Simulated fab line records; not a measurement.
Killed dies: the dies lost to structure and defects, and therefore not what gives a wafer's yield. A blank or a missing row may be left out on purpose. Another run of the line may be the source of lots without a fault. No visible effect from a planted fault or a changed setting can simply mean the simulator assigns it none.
Code-filled problem report in 8D (eight disciplines) form | flow sky130 | the parts of the form that need people (team, actions taken, sign-off) are left out

1. WHAT IS WRONG
Across 6 wafers from 2 lots, VT_ADJUST_LVTN_2_TW at SKY_VT_ADJUST_LVTN_TW_MEAS_21 averages 216.5, while fault-free wafers read 187.9 with a standard deviation of 1.1. Relative to the usual mean, that is a shift of +26 standard deviations.
First observed at day 11 15:38: wafer L613.4, on film-metro-04. Wafers with a number at this step in the record: 36, from 12 lots. By rule, "out" or "out of limits" means more than 4 standard deviations away from the usual mean. Any other wafer with a number is counted as sound.

2. WHAT IT IS, WHAT IT ISN'T
question                    | is                     | is not
which readings at this step | VT_ADJUST_LVTN_2_TW    | -
which lots                  | L612, L613             | L600, L602, L603, L604, L605, L607, L610, L618, L619, L622
which wafers of those lots  | all that have a number | -
read on which gauges        | film-metro-04          | film-metro-01, film-metro-03
when                        | from day 11 15:38      | up to then (21 sound wafers); but 9 sound wafers of L618, L619, L622 came after

3. THE SUSPECTS, EACH WITH WHAT RULES IT OUT
Counting: a tool stays on the suspect list if, at a process step up to the reading, it processed all lots that are out and no sound lot following the first of them.
- the gauge at SKY_VT_ADJUST_LVTN_TW_MEAS_21: ruled out. All the wafers that are out were read on film-metro-04, but those of them that SKY_VT_ADJUST_LVTN_IMPLANT_19 has rows for are out there too, on other tools.
- implanter-01 at SKY_VT_ADJUST_LVTN_IMPLANT_19: kept. It processed each lot that is out, first L613 at day 11 15:26, and no sound lot thereafter; up to then, the last sound lot it processed was L607 at day 9 23:37. Its own readings are out on those wafers: dose-ions-cm2, faraday-current-uA.
Left after counting: implanter-01 at SKY_VT_ADJUST_LVTN_IMPLANT_19.

4. THE CAUSE (what the simulator had put in)
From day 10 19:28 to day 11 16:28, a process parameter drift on implanter-01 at SKY_VT_ADJUST_LVTN_IMPLANT_19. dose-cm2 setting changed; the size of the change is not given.
Counting left only this tool.

5. SEQUENCE OF EFFECTS, ordered by route
One row per reading whose mean, taken over the struck wafers that have a number, lies over 3 standard deviations from the usual. Scope: only readings with a usual standard deviation given in the record; hours: median across lots of the time from each lot's start at the first step in this table that gives one to its start at this step; sigmas: change in usual standard deviations.
hours | step                          | reading             | usual     | on struck wafers | change     | sigmas
0     | SKY_VT_ADJUST_LVTN_IMPLANT_19 | dose-ions-cm2       | 6.502e+11 | 1.051e+12        | +4.006e+11 | +99 or more
0     | SKY_VT_ADJUST_LVTN_IMPLANT_19 | faraday-current-uA  | 3.67      | 5.93             | +2.26      | +33
0     | SKY_VT_ADJUST_LVTN_TW_MEAS_21 | VT_ADJUST_LVTN_2_TW | 187.9     | 216.5            | +28.6      | +26
It contains these process steps:
- SKY_VT_ADJUST_LVTN_IMPLANT_19
Later measuring or inspecting steps at which every struck wafer that the step has a row for has a number for every such reading, and none has moved that far: SKY_SD_N_TW_MEAS_12.

6. WHAT WOULD HAVE CAUGHT IT SOONER
Counted from the fault's start at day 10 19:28, it took 20 hours until the first out-of-limits reading at a measuring or inspecting step in this record, taken at day 11 15:38.
At SKY_VT_ADJUST_LVTN_IMPLANT_19, the tool's own readings (dose-ions-cm2, faraday-current-uA) were out on each struck wafer the step has a row for, so an alarm limit on them would have fired on the first such wafer.
L612, from the lots that are out (2), started SKY_VT_ADJUST_LVTN_IMPLANT_19 on implanter-01 later than day 11 15:38. It would have been spared by a hold on the tool at that moment.
